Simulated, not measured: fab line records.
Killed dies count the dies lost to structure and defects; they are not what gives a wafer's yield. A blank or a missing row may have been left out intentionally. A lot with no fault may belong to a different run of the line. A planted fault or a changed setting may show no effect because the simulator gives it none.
Commonality check across tools | flow sky130 | Sample size 11 lots and 33 wafers

REASON FOR OPENING
At SKY_LI_CONTACT_RS_MEAS_22 the reading LI_CONTACT_W_RS is flagged on 3 of 11 lots. No-fault wafers: 0.2943 ohm/sq, standard deviation 0.0028.
Rule: flag the lot when none of its wafers has a number, or when each of its wafers that has one lies beyond 4 standard deviations from that mean. The rest of the lots are taken to be sound.

lot  | measured     | on            | LI_CONTACT_W_RS (ohm/sq), wafer by wafer | flag
L729 | day 29 10:06 | film-metro-02 | 0.2972 0.2966 0.2912                     |
L731 | day 30 06:25 | film-metro-01 | 0.2928 0.2959 0.2940                     |
L733 | day 30 18:30 | film-metro-01 | 0.3004 0.3000 0.2953                     |
L734 | day 32 06:20 | film-metro-02 | 0.2945 0.2941 0.2962                     |
L736 | day 32 07:42 | film-metro-03 | 0.2940 0.2960 0.2918                     |
L740 | day 33 05:07 | film-metro-03 | 0.2923 0.2896 0.2931                     |
L742 | day 33 16:46 | film-metro-01 | 0.2913 0.2929 0.2928                     |
L741 | day 33 23:22 | film-metro-02 | 0.2579 0.2574 0.2593                     | FLAGGED
L743 | day 34 07:46 | film-metro-02 | 0.2590 0.2531 0.2578                     | FLAGGED
L744 | day 34 08:01 | film-metro-03 | 0.2962 0.2975 0.2984                     |
L745 | day 34 12:56 | film-metro-02 | 0.2560 0.2559 0.2582                     | FLAGGED
The mean of the flagged lots' numbers is 0.2572 ohm/sq, -0.0371 ohm/sq from the usual (-13 standard deviations).

LOT BY LOT: THE TOOL USED
3 process steps preceding the reading are held in the record, out of 708 steps in the route. Read each cell as the tool, then ch plus the chambers that the sampled wafers visited, then the start.
lot  | flag    | SKY_SD_N_RTA_14                  | SKY_LI_CONTACT_SPUTTER_20    | SKY_LI_CONTACT_CVD_21
L729 |         | rtp-anneal-02 ch 0, day 28 04:22 | pvd-sputter-01, day 29 09:54 | cvd-w-01 ch 0, day 29 09:58
L731 |         | rtp-anneal-01 ch 0, day 29 00:37 | pvd-sputter-01, day 30 06:14 | cvd-w-01 ch 0,1, day 30 06:18
L733 |         | rtp-anneal-01 ch 0, day 29 12:44 | pvd-sputter-02, day 30 18:16 | cvd-w-02 ch 0,1, day 30 18:22
L734 |         | rtp-anneal-02 ch 0, day 31 01:52 | pvd-sputter-01, day 32 06:09 | cvd-w-02 ch 0,1, day 32 06:13
L736 |         | rtp-anneal-02 ch 0, day 31 02:52 | pvd-sputter-02, day 32 07:30 | cvd-w-02 ch 0,1, day 32 07:34
L740 |         | rtp-anneal-02 ch 0, day 32 00:04 | pvd-sputter-03, day 33 04:55 | cvd-w-01 ch 1, day 33 04:59
L742 |         | rtp-anneal-01 ch 0, day 32 11:02 | pvd-sputter-01, day 33 16:31 | cvd-w-02 ch 0,1, day 33 16:37
L741 | FLAGGED | rtp-anneal-02 ch 0, day 32 18:40 | pvd-sputter-03, day 33 23:10 | cvd-w-01 ch 0,1, day 33 23:14
L743 | FLAGGED | rtp-anneal-01 ch 0, day 33 03:22 | pvd-sputter-02, day 34 07:34 | cvd-w-01 ch 0,1, day 34 07:37
L744 |         | rtp-anneal-02 ch 0, day 33 03:40 | pvd-sputter-01, day 34 07:50 | cvd-w-02 ch 0,1, day 34 07:53
L745 | FLAGGED | rtp-anneal-01 ch 0, day 33 07:53 | pvd-sputter-02, day 34 12:41 | cvd-w-01 ch 0,1, day 34 12:47
These steps, and what they do:
- SKY_SD_N_RTA_14: time 2 s.
- SKY_LI_CONTACT_SPUTTER_20: material TiN, target thk 20 nm, time 80 s.
- SKY_LI_CONTACT_CVD_21: deposits W, target thk 400 nm, time 120.56 s.
- SKY_LI_CONTACT_RS_MEAS_22: measures by four-point-probe.

FLAGGED AGAINST TOTAL, ONE TOOL AT A TIME (gauges that did the reading follow at the end)
step                      | tool           | lots run | flagged | share of the flagged lots | sound lots run after its first flagged lot
SKY_SD_N_RTA_14           | rtp-anneal-01  | 5        | 2       | some                      | 0
SKY_SD_N_RTA_14           | rtp-anneal-02  | 6        | 1       | some                      | 1 (L744)
SKY_LI_CONTACT_SPUTTER_20 | pvd-sputter-01 | 5        | 0       | none                      | -
SKY_LI_CONTACT_SPUTTER_20 | pvd-sputter-02 | 4        | 2       | some                      | 0
SKY_LI_CONTACT_SPUTTER_20 | pvd-sputter-03 | 2        | 1       | some                      | 0
SKY_LI_CONTACT_CVD_21     | cvd-w-01       | 6        | 3       | all                       | 0
SKY_LI_CONTACT_CVD_21     | cvd-w-02       | 5        | 0       | none                      | -
SKY_LI_CONTACT_RS_MEAS_22 | film-metro-01  | 3        | 0       | none                      | -
SKY_LI_CONTACT_RS_MEAS_22 | film-metro-02  | 5        | 3       | all                       | 0
SKY_LI_CONTACT_RS_MEAS_22 | film-metro-03  | 3        | 0       | none                      | -

WHAT THE TABLE PERMITS
cvd-w-01 at SKY_LI_CONTACT_CVD_21 and film-metro-02 at SKY_LI_CONTACT_RS_MEAS_22 are the 2 rows of the table that ran each flagged lot.
- cvd-w-01 at SKY_LI_CONTACT_CVD_21 ran 6 lots, 3 of them flagged. Its last sound lot is L740 (day 33 04:59), its first flagged lot L741 (day 33 23:14): a fault that began between those two fits.
- film-metro-02 at SKY_LI_CONTACT_RS_MEAS_22 ran 5 lots, 3 of them flagged. Its last sound lot is L734 (day 32 06:20), its first flagged lot L741 (day 33 23:22): a fault that began between those two fits.
Because each of these 2 tools fits a fault that began at some hour, counting lots does not separate them. More lots, or a look at what each step does to the wafer, might.

WHAT THE SIMULATOR PUT IN
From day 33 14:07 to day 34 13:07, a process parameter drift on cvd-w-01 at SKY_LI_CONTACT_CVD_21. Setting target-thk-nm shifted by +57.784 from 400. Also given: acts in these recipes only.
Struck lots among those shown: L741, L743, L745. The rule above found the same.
